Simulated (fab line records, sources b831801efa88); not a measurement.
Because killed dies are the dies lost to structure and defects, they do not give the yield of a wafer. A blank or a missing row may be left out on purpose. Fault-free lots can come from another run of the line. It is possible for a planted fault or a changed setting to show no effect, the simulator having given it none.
Code-filled problem report in 8D (eight disciplines) form ; flow gf180mcu ; the parts of the form that need people (team, actions taken, sign-off) are left out

== 1. WHAT IS WRONG ==
At GF_V3_CD_MEAS_14, cd_nm averages 266.2 nm over 6 wafers from 2 lots, while fault-free wafers read 259.7 nm, standard deviation 1.3. That puts it +5.0 standard deviations away from the usual mean.
The step: target cd 260 nm.
First observed at day 23 23:55: wafer L907.1, on cd_sem-01. Wafers with a number at this step in the record: 39, from 13 lots. Rule for "out", or "out of limits": more than 4 standard deviations from the usual mean. Any other wafer with a number is counted as sound.

== 2. WHAT THIS IS AND IS NOT ==
question;is;is not
which readings at this step;cd_nm;-
which lots;L907, L908;L903, L904, L905, L910, L916, L918, L919, L921, L922, L925, L926
which wafers of those lots;all that have a number;-
read on which gauges;cd_sem-01;cd_sem-02
when;from day 23 23:55;"up to then (9 sound wafers); but 24 sound wafers of L910, L916, L918, L919, L921, L922, L925, L926 came after"

== 3. WHAT RULES OUT EACH SUSPECT ==
Counting: a tool stays on the suspect list if, at a process step up to the reading, it processed all lots that are out and no sound lot following the first of them.
- the gauge at GF_V3_CD_MEAS_14 is ruled out. All the wafers that are out were read on cd_sem-01, but those of them that GF_V3_PEB_12 has rows for are out there too, on other tools.
- litho_track-03 at GF_V3_PEB_12 (peb time 90 s): ruled out as a lasting fault. Following L907 (day 23 23:31), the first lot on it that is out, the sound lots L919, L921, L922, L925 were run on it.
Left after counting: nothing in the record.

== 4. THE CAUSE (what the simulator had put in) ==
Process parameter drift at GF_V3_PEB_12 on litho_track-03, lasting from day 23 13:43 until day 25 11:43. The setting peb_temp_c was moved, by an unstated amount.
The count ruled it out by mistake, since the rule takes a fault to strike every lot its tool runs from the start of the fault on, and this one did not do so.

== 5. SEQUENCE OF EFFECTS, ordered by route ==
Each row: a reading where the mean over the struck wafers with a number is more than 3 standard deviations away from the usual. Scope: only readings with a usual standard deviation given in the record; hours: median across lots of the time from each lot's start at the first step in this table that gives one to its start at this step; sigmas: change in usual standard deviations.
hours;step;reading;usual;on struck wafers;change;sigmas
0;GF_V3_PEB_12;heater_power_total_W;85.69 W;87.37;+1.68;+20
0;GF_V3_PEB_12;plate_temp_C;135.00 C;137.20;+2.20;+16
0;GF_V3_CD_MEAS_14;cd_nm;259.7 nm;266.2;+6.6;+5.0
It contains these process steps:
- GF_V3_PEB_12: peb time 90 s.
At these later measuring or inspecting steps, every struck wafer for which the step has a row has a number for every such reading, and none has moved that far: GF_V3_OVL_MEAS_15.

== 6. WHAT WOULD HAVE CAUGHT IT SOONER ==
Counted from the fault's start at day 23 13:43, it took 10 hours until the first out-of-limits reading at a measuring or inspecting step in this record, taken at day 23 23:55.
At GF_V3_PEB_12, the tool's own readings (heater_power_total_W, plate_temp_C) were out on each struck wafer the step has a row for, so an alarm limit on them would have fired on the first such wafer.
